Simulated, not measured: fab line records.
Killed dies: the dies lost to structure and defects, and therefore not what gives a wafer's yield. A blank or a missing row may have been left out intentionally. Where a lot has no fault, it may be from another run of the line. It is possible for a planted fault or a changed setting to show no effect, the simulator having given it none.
What tool caused it?    flow sky130    13 lots with 39 wafers sampled at 5 steps, on a route of 708 steps

WHAT THE GAUGES SHOWED, per wafer
SKY_POLY_GATE_CD_MEAS_22. Usual: cd-nm reads 150 nm (standard deviation 3.1).
lot   measured      on         cd-nm (nm)   flag
L232  day 16 10:56  cd-sem-01  154 145 146  
L233  day 16 12:29  cd-sem-01  147 143 147  
L234  day 17 07:16  cd-sem-01  143 152 143  
L236  day 17 20:37  cd-sem-01  147 147 154  
L246  day 21 16:01  cd-sem-02  146 150 148  
L248  day 22 07:35  cd-sem-01  149 148 143  
L247  day 22 05:48  cd-sem-02  153 153 153  
L249  day 22 19:36  cd-sem-02  153 153 152  
L250  day 22 19:34  cd-sem-01  147 152 144  
L252  day 23 09:28  cd-sem-02  149 149 148  
L253  day 23 20:01  cd-sem-02  156 156 153  
L254  day 24 08:17  cd-sem-01  145 147 146  
L255  day 24 13:49  cd-sem-01  151 149 151  

SKY_LI_CONTACT_THK_MEAS_01. Usual: LI_CONTACT_HDPCVD_THK 932 nm, standard deviation 12.
lot   measured      on             LI_CONTACT_HDPCVD_THK (nm)  flag
L232  day 27 20:57  film-metro-03  909 947 913                 
L233  day 27 23:33  film-metro-01  914 943 953                 
L234  day 28 14:58  film-metro-01  925 954 943                 
L236  day 29 04:01  film-metro-03  940 936 1058                OFF
L246  day 32 16:13  film-metro-03  932 958 957                 
L248  day 33 03:16  film-metro-03  945 919 938                 
L247  day 33 02:32  film-metro-03  941 921 928                 
L249  day 33 15:16  film-metro-03  913 928 905                 
L250  day 33 14:28  film-metro-03  950 947 942                 
L252  day 34 03:43  film-metro-03  927 909 941                 
L253  day 34 11:21  film-metro-01  925 946 920                 
L254  day 34 23:45  film-metro-03  925 932 926                 
L255  day 35 02:10  film-metro-03  937 951 928                 

EACH LOT AND THE TOOL THAT RAN IT (in order: tool; ch and the chambers of the sampled wafers; start)
lot   SKY_GATE_OXIDE_STRIP_13               SKY_LDD_P_STRIP_10                    SKY_LI_CONTACT_HDPCVD_00
L232  plasma-asher-01 ch 0,1, day 13 19:28  plasma-asher-01 ch 0,1, day 18 22:41  hdpcvd-01 ch 0,1, day 27 20:51
L233  plasma-asher-03 ch 1, day 13 20:22    plasma-asher-02 ch 0,1, day 19 01:23  hdpcvd-01 ch 0,1, day 27 23:26
L234  plasma-asher-03 ch 0,1, day 14 15:15  plasma-asher-02 ch 0,1, day 19 21:35  hdpcvd-01 ch 0,1,2, day 28 14:51
L236  plasma-asher-03 ch 0,1, day 15 00:46  plasma-asher-03 ch 0,1, day 20 11:02  hdpcvd-01 ch 0,1,2, day 29 03:55
L246  plasma-asher-03 ch 0,1, day 18 15:31  plasma-asher-03 ch 0,1, day 24 06:17  hdpcvd-02 ch 0,1, day 32 16:07
L248  plasma-asher-03 ch 0,1, day 19 08:41  plasma-asher-01 ch 0,1, day 24 20:34  hdpcvd-01 ch 0,1,2, day 33 03:09
L247  plasma-asher-01 ch 0,1, day 19 08:50  plasma-asher-03 ch 0,1, day 24 18:37  hdpcvd-02 ch 0,1, day 33 02:26
L249  plasma-asher-01 ch 0,1, day 19 20:52  plasma-asher-03 ch 0,1, day 25 08:49  hdpcvd-02 ch 0,2, day 33 15:09
L250  plasma-asher-03 ch 0,1, day 19 20:56  plasma-asher-03 ch 0,1, day 25 07:55  hdpcvd-01 ch 1,2, day 33 14:21
L252  plasma-asher-03 ch 0,1, day 20 13:25  plasma-asher-02 ch 0,1, day 25 21:58  hdpcvd-02 ch 0,1, day 34 03:36
L253  plasma-asher-02 ch 0,1, day 20 23:43  plasma-asher-02 ch 0,1, day 26 08:17  hdpcvd-01 ch 0,1,2, day 34 11:15
L254  plasma-asher-03 ch 0,1, day 21 12:22  plasma-asher-02 ch 0,1, day 26 19:20  hdpcvd-02 ch 1,2, day 34 23:39
L255  plasma-asher-01 ch 0,1, day 21 18:40  plasma-asher-03 ch 0,1, day 26 23:23  hdpcvd-01 ch 1,2, day 35 02:03
- SKY_GATE_OXIDE_STRIP_13: strips in O2/N2.
- SKY_LDD_P_STRIP_10: strips in O2/N2.
- SKY_LI_CONTACT_HDPCVD_00: deposits PSG, target thk 930 nm, time 155 s.

AS READ BY THE TOOLS THEMSELVES (means over the sampled wafers that have a number; for cases with no such wafer, the mark the record gives instead)
SKY_GATE_OXIDE_STRIP_13. Usual: chamber-pressure-mTorr 1500.1 mTorr, standard deviation 1.5; drypump-motor-current-A 5.7 A, standard deviation 0.39; oes-product-au 0.715 a.u., standard deviation 0.0042; strip-time-to-endpoint-s 14.18 s, standard deviation 0.042.
lot   tool             chamber-pressure-mTorr (mTorr)  drypump-motor-current-A (A)  oes-product-au (a.u.)  strip-time-to-endpoint-s (s)  flag
L232  plasma-asher-01  1500.1                          5.7                          0.719                  14.24                         
L233  plasma-asher-03  1500.1                          5.3                          0.715                  14.24                         
L234  plasma-asher-03  1500.7                          5.5                          0.709                  14.19                         
L236  plasma-asher-03  1500.4                          5.6                          0.716                  14.17                         
L246  plasma-asher-03  1500.2                          5.7                          0.712                  14.15                         
L248  plasma-asher-03  1500.5                          5.6                          0.713                  14.21                         
L247  plasma-asher-01  1500.2                          5.7                          0.718                  14.18                         
L249  plasma-asher-01  1500.3                          6.0                          0.715                  14.16                         
L250  plasma-asher-03  1500.5                          5.6                          0.712                  14.23                         
L252  plasma-asher-03  1501.4                          5.6                          0.720                  14.18                         
L253  plasma-asher-02  1500.1                          5.9                          0.710                  14.14                         
L254  plasma-asher-03  1500.7                          5.5                          0.716                  14.20                         
L255  plasma-asher-01  1500.5                          5.7                          0.712                  14.17                         

SKY_LDD_P_STRIP_10. Usual: chamber-pressure-mTorr 1499.9 mTorr, standard deviation 1.4; drypump-motor-current-A 5.7 A, standard deviation 0.38; oes-product-au 0.716 a.u., standard deviation 0.0047; strip-time-to-endpoint-s 14.19 s, standard deviation 0.038.
lot   tool             chamber-pressure-mTorr (mTorr)  drypump-motor-current-A (A)  oes-product-au (a.u.)  strip-time-to-endpoint-s (s)  flag
L232  plasma-asher-01  1501.0                          6.0                          0.720                  14.20                         
L233  plasma-asher-02  1499.6                          5.5                          0.717                  14.20                         
L234  plasma-asher-02  1500.0                          5.5                          0.718                  14.19                         
L236  plasma-asher-03  1500.5                          5.5                          0.718                  14.17                         
L246  plasma-asher-03  1500.3                          5.6                          0.716                  14.15                         
L248  plasma-asher-01  1499.9                          5.9                          0.716                  14.25                         
L247  plasma-asher-03  1500.6                          5.6                          0.710                  14.20                         
L249  plasma-asher-03  1499.3                          5.6                          0.714                  14.23                         
L250  plasma-asher-03  1500.3                          5.5                          0.720                  14.22                         
L252  plasma-asher-02  1498.0                          5.9                          0.717                  14.19                         
L253  plasma-asher-02  1499.4                          5.9                          0.712                  14.28                         
L254  plasma-asher-02  1500.5                          5.6                          0.718                  14.18                         
L255  plasma-asher-03  1499.1                          5.5                          0.713                  14.17                         

SKY_LI_CONTACT_HDPCVD_00. Usual: pressure-mtorr 5.999 mTorr, standard deviation 0.012; run-length-s 183.0 s, standard deviation 0.31.
lot   tool       pressure-mtorr (mTorr)  run-length-s (s)  flag
L232  hdpcvd-01  6.017                   182.9             
L233  hdpcvd-01  6.005                   183.0             
L234  hdpcvd-01  5.996                   182.8             
L236  hdpcvd-01  5.998                   189.9             OFF
L246  hdpcvd-02  5.986                   183.0             
L248  hdpcvd-01  6.007                   183.0             
L247  hdpcvd-02  6.001                   183.2             
L249  hdpcvd-02  5.997                   183.0             
L250  hdpcvd-01  5.986                   183.0             
L252  hdpcvd-02  6.009                   183.2             
L253  hdpcvd-01  6.003                   182.8             
L254  hdpcvd-02  6.001                   183.0             
L255  hdpcvd-01  5.991                   183.2             

THE ANSWER, worked out from the rows above alone
Rule: a lot counts as off when the mean over its wafers that have a number is more than 3 standard deviations away from the usual mean. A lot without any number at a reading at which 4 lots or more have one is off too. The other lots that the step has rows for count as sound. After the gauges, taken in route order, come the tools' own readings; for these a lot's mean is taken, as printed above. The first step at which some lot is off is used, and at that step the reading that is off furthest; a lot without a number counts as furthest.
Off: at SKY_LI_CONTACT_THK_MEAS_01 (LI_CONTACT_HDPCVD_THK), L236.
If a tool, at a process step before that reading, ran all the lots that are off and no sound lot after the first of them, it fits. Not tried: the gauges at SKY_LI_CONTACT_THK_MEAS_01; whatever is off there is also off at SKY_LI_CONTACT_HDPCVD_00, on other tools, and gauge error can't account for it. No candidate that was tried fits.

WHAT THE SIMULATOR PUT IN
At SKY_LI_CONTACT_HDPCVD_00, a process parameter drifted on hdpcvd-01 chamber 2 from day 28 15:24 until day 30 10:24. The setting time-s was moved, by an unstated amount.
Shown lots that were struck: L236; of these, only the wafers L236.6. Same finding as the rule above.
